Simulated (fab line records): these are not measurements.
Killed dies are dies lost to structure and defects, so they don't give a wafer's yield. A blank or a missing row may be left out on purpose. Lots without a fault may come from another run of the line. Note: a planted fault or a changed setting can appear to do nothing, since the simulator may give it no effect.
Which of the tools did it? || flow gf180mcu || 39 wafers from 13 lots sampled at 5 of the route's 602 steps

## WHAT THE GAUGES SHOWED, per wafer
GF_STI_THK_MEAS_24.
{"lot": "L874", "measured": "day 2 03:47", "on": "film metro-02", "STI_CVD_23_THK (nm)": "649 656 657"}
{"lot": "L875", "measured": "day 2 08:54", "on": "film metro-04", "STI_CVD_23_THK (nm)": "663 661 659"}
{"lot": "L878", "measured": "day 3 00:36", "on": "film metro-04", "STI_CVD_23_THK (nm)": "643 650 643"}
{"lot": "L879", "measured": "day 3 05:57", "on": "film metro-03", "STI_CVD_23_THK (nm)": "641 668 651"}
{"lot": "L882", "measured": "day 3 20:59", "on": "film metro-02", "STI_CVD_23_THK (nm)": "652 658 654"}
{"lot": "L883", "measured": "day 4 01:00", "on": "film metro-04", "STI_CVD_23_THK (nm)": "662 649 648"}
{"lot": "L884", "measured": "day 4 08:27", "on": "film metro-04", "STI_CVD_23_THK (nm)": "645 651 653"}
{"lot": "L885", "measured": "day 4 12:29", "on": "film metro-04", "STI_CVD_23_THK (nm)": "651 655 658"}
{"lot": "L886", "measured": "day 4 16:37", "on": "film metro-02", "STI_CVD_23_THK (nm)": "648 657 652"}
{"lot": "L889", "measured": "day 5 08:48", "on": "film metro-03", "STI_CVD_23_THK (nm)": "630 646 653"}
{"lot": "L890", "measured": "day 5 14:13", "on": "film metro-03", "STI_CVD_23_THK (nm)": "661 654 653"}
{"lot": "L896", "measured": "day 6 22:23", "on": "film metro-04", "STI_CVD_23_THK (nm)": "647 649 649"}
{"lot": "L897", "measured": "day 7 02:27", "on": "film metro-02", "STI_CVD_23_THK (nm)": "656 653 658"}

GF_MVPSD_TW_MEAS_11.
{"lot": "L874", "measured": "day 5 00:44", "on": "film metro-03", "MVPSD_TW": "551 552 551"}
{"lot": "L875", "measured": "day 5 07:08", "on": "film metro-01", "MVPSD_TW": "555 555 555"}
{"lot": "L878", "measured": "day 6 02:14", "on": "film metro-01", "MVPSD_TW": "555 552 555"}
{"lot": "L879", "measured": "day 6 08:23", "on": "film metro-02", "MVPSD_TW": "547 547 547"}
{"lot": "L882", "measured": "day 6 23:39", "on": "film metro-01", "MVPSD_TW": "555 556 553"}
{"lot": "L883", "measured": "day 7 04:28", "on": "film metro-02", "MVPSD_TW": "547 543 548"}
{"lot": "L884", "measured": "day 7 13:35", "on": "film metro-02", "MVPSD_TW": "546 545 550"}
{"lot": "L885", "measured": "day 7 18:34", "on": "film metro-01", "MVPSD_TW": "554 554 553"}
{"lot": "L886", "measured": "day 7 22:24", "on": "film metro-01", "MVPSD_TW": "511 510 510"}
{"lot": "L889", "measured": "day 8 16:53", "on": "film metro-02", "MVPSD_TW": "544 543 544"}
{"lot": "L890", "measured": "day 9 00:27", "on": "film metro-01", "MVPSD_TW": "510 508 508"}
{"lot": "L896", "measured": "day 10 10:26", "on": "film metro-01", "MVPSD_TW": "558 557 553"}
{"lot": "L897", "measured": "day 10 17:47", "on": "film metro-01", "MVPSD_TW": "556 554 554"}

GF_VT_IMPLANT_RS_MEAS_49: a four-point-probe measurement.
{"lot": "L874", "measured": "day 7 13:04", "on": "film metro-01", "MVPSD_RS (ohm/sq)": "1172 1168 1171"}
{"lot": "L875", "measured": "day 7 20:13", "on": "film metro-01", "MVPSD_RS (ohm/sq)": "1174 1173 1173"}
{"lot": "L878", "measured": "day 8 17:36", "on": "film metro-02", "MVPSD_RS (ohm/sq)": "1170 1170 1169"}
{"lot": "L879", "measured": "day 9 01:09", "on": "film metro-01", "MVPSD_RS (ohm/sq)": "1167 1163 1164"}
{"lot": "L882", "measured": "day 9 17:22", "on": "film metro-02", "MVPSD_RS (ohm/sq)": "1172 1170 1172"}
{"lot": "L883", "measured": "day 9 22:55", "on": "film metro-02", "MVPSD_RS (ohm/sq)": "1172 1172 1172"}
{"lot": "L884", "measured": "day 10 08:28", "on": "film metro-01", "MVPSD_RS (ohm/sq)": "1171 1167 1168"}
{"lot": "L885", "measured": "day 10 13:29", "on": "film metro-02", "MVPSD_RS (ohm/sq)": "1171 1169 1173"}
{"lot": "L886", "measured": "day 10 18:26", "on": "film metro-02", "MVPSD_RS (ohm/sq)": "1373 1372 1375"}
{"lot": "L889", "measured": "day 11 13:00", "on": "film metro-03", "MVPSD_RS (ohm/sq)": "1167 1167 1167"}
{"lot": "L890", "measured": "day 11 20:42", "on": "film metro-01", "MVPSD_RS (ohm/sq)": "1375 1372 1372"}
{"lot": "L896", "measured": "day 13 11:37", "on": "film metro-01", "MVPSD_RS (ohm/sq)": "1166 1161 1168"}
{"lot": "L897", "measured": "day 13 19:23", "on": "film metro-02", "MVPSD_RS (ohm/sq)": "1168 1168 1168"}

GF_POLY_GATE_OVL_MEAS_11.
{"lot": "L874", "measured": "day 9 03:58", "on": "overlay-01", "POLY_GATE_OVL (nm)": "2 5 -5"}
{"lot": "L875", "measured": "day 9 11:07", "on": "overlay-02", "POLY_GATE_OVL (nm)": "-8 -7 -15"}
{"lot": "L878", "measured": "day 10 15:49", "on": "overlay-01", "POLY_GATE_OVL (nm)": "-3 -3 -8"}
{"lot": "L879", "measured": "day 11 00:52", "on": "overlay-01", "POLY_GATE_OVL (nm)": "-5 -12 -9"}
{"lot": "L882", "measured": "day 11 13:13", "on": "overlay-02", "POLY_GATE_OVL (nm)": "5 -2 2"}
{"lot": "L883", "measured": "day 11 23:46", "on": "overlay-01", "POLY_GATE_OVL (nm)": "-14 -6 -11"}
{"lot": "L884", "measured": "day 12 19:50", "on": "overlay-01", "POLY_GATE_OVL (nm)": "-7 -5 0"}
{"lot": "L885", "measured": "day 12 21:43", "on": "overlay-02", "POLY_GATE_OVL (nm)": "-9 -11 -13"}
{"lot": "L886", "measured": "day 12 20:11", "on": "overlay-01", "POLY_GATE_OVL (nm)": "7 5 -5"}
{"lot": "L889", "measured": "day 14 00:43", "on": "overlay-02", "POLY_GATE_OVL (nm)": "-10 -15 -15"}
{"lot": "L890", "measured": "day 14 01:29", "on": "overlay-01", "POLY_GATE_OVL (nm)": "2 -13 4"}
{"lot": "L896", "measured": "day 15 12:10", "on": "overlay-01", "POLY_GATE_OVL (nm)": "-8 -8 3"}
{"lot": "L897", "measured": "day 15 19:16", "on": "overlay-01", "POLY_GATE_OVL (nm)": "-12 -3 -5"}

## TOOL THAT RAN EACH LOT (tool first, then ch and the chambers of the sampled wafers, then the start)
{"lot": "L874", "GF_MVPSD_IMPLANT_08": "implanter-01 ch 0, day 5 00:20"}
{"lot": "L875", "GF_MVPSD_IMPLANT_08": "implanter-02 ch 0, day 5 06:44"}
{"lot": "L878", "GF_MVPSD_IMPLANT_08": "implanter-04 ch 0, day 6 01:50"}
{"lot": "L879", "GF_MVPSD_IMPLANT_08": "implanter-01 ch 0, day 6 07:59"}
{"lot": "L882", "GF_MVPSD_IMPLANT_08": "implanter-02 ch 0, day 6 23:16"}
{"lot": "L883", "GF_MVPSD_IMPLANT_08": "implanter-04 ch 0, day 7 04:04"}
{"lot": "L884", "GF_MVPSD_IMPLANT_08": "implanter-01 ch 0, day 7 13:11"}
{"lot": "L885", "GF_MVPSD_IMPLANT_08": "implanter-01 ch 0, day 7 18:10"}
{"lot": "L886", "GF_MVPSD_IMPLANT_08": "implanter-01 ch 0, day 7 22:02"}
{"lot": "L889", "GF_MVPSD_IMPLANT_08": "implanter-02 ch 0, day 8 16:29"}
{"lot": "L890", "GF_MVPSD_IMPLANT_08": "implanter-01 ch 0, day 9 00:05"}
{"lot": "L896", "GF_MVPSD_IMPLANT_08": "implanter-02 ch 0, day 10 10:02"}
{"lot": "L897", "GF_MVPSD_IMPLANT_08": "implanter-04 ch 0, day 10 17:24"}
- GF_MVPSD_IMPLANT_08

## WHAT THE TOOLS THEMSELVES READ (means of the sampled wafers that have a number; where no wafer has one, the mark that the record gives instead)
GF_MVPSD_IMPLANT_08.
{"lot": "L874", "tool": "implanter-01", "dose ions cm2": 1.5e+13, "faraday current uA": 84.4}
{"lot": "L875", "tool": "implanter-02", "dose ions cm2": 1.5e+13, "faraday current uA": 83.0}
{"lot": "L878", "tool": "implanter-04", "dose ions cm2": 1.5e+13, "faraday current uA": 85.7}
{"lot": "L879", "tool": "implanter-01", "dose ions cm2": 1.5e+13, "faraday current uA": 83.6}
{"lot": "L882", "tool": "implanter-02", "dose ions cm2": 1.5e+13, "faraday current uA": 83.2}
{"lot": "L883", "tool": "implanter-04", "dose ions cm2": 1.5e+13, "faraday current uA": 83.0}
{"lot": "L884", "tool": "implanter-01", "dose ions cm2": 1.5e+13, "faraday current uA": 83.2}
{"lot": "L885", "tool": "implanter-01", "dose ions cm2": 1.5e+13, "faraday current uA": 82.1}
{"lot": "L886", "tool": "implanter-01", "dose ions cm2": 1.1e+13, "faraday current uA": 60.8}
{"lot": "L889", "tool": "implanter-02", "dose ions cm2": 1.5e+13, "faraday current uA": 84.7}
{"lot": "L890", "tool": "implanter-01", "dose ions cm2": 1.1e+13, "faraday current uA": 60.6}
{"lot": "L896", "tool": "implanter-02", "dose ions cm2": 1.5e+13, "faraday current uA": 84.8}
{"lot": "L897", "tool": "implanter-04", "dose ions cm2": 1.5e+13, "faraday current uA": 84.5}

## THE ANSWER, worked out from the rows above alone
Rule: the lots themselves supply what counts as usual. The widest of any qualifying gaps counts: lots, ordered by their means at a reading, are off when they make up no more than a third of the lots, leave a main group of 4 or more, and stand apart from it by 3 or more times the standard deviation of that group's means. The tables above print the reading to a certain number of digits; a main group whose means all agree to those digits is not used. A lot without any number at a reading at which 4 lots or more have one is off too. All remaining lots with rows at the step are treated as sound. The gauges are gone through in route order, then the tools' own readings, and for those a lot's mean is taken as printed above. At the first step where some lot is off, the reading lying furthest off is the one used; lots without a number count as furthest.
Off: L886, L890, at GF_MVPSD_TW_MEAS_11 (MVPSD_TW). For the main group the mean is 551 and the standard deviation 4.2.
A tool fits if, at a process step before that reading, it ran every lot that is off, and no sound lot after the first of them. The gauges at GF_MVPSD_TW_MEAS_11 aren't tried: what is off there is off at GF_MVPSD_IMPLANT_08 too, on other tools, and a gauge's error can't cause that. One candidate fits, namely implanter-01 at GF_MVPSD_IMPLANT_08. Its last sound lot is L885 (day 7 18:10), its first lot that is off L886 (day 7 22:02): a fault that began between those two fits.
The tool's own readings at GF_MVPSD_IMPLANT_08 bear it out: on the lots that are off they differ by more than 5 times the standard deviation of the sound lots' means. dose ions cm2 reads 1.1e+13 there against 1.5e+13 on the sound lots; faraday current uA reads 60.7 there against 83.8 on the sound lots.

## WHAT THE SIMULATOR HAD PUT IN
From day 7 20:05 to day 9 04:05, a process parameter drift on implanter-01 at GF_MVPSD_IMPLANT_08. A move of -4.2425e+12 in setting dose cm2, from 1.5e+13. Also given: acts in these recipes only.
Lots struck among those shown: L886, L890. The rule above reached the same finding.
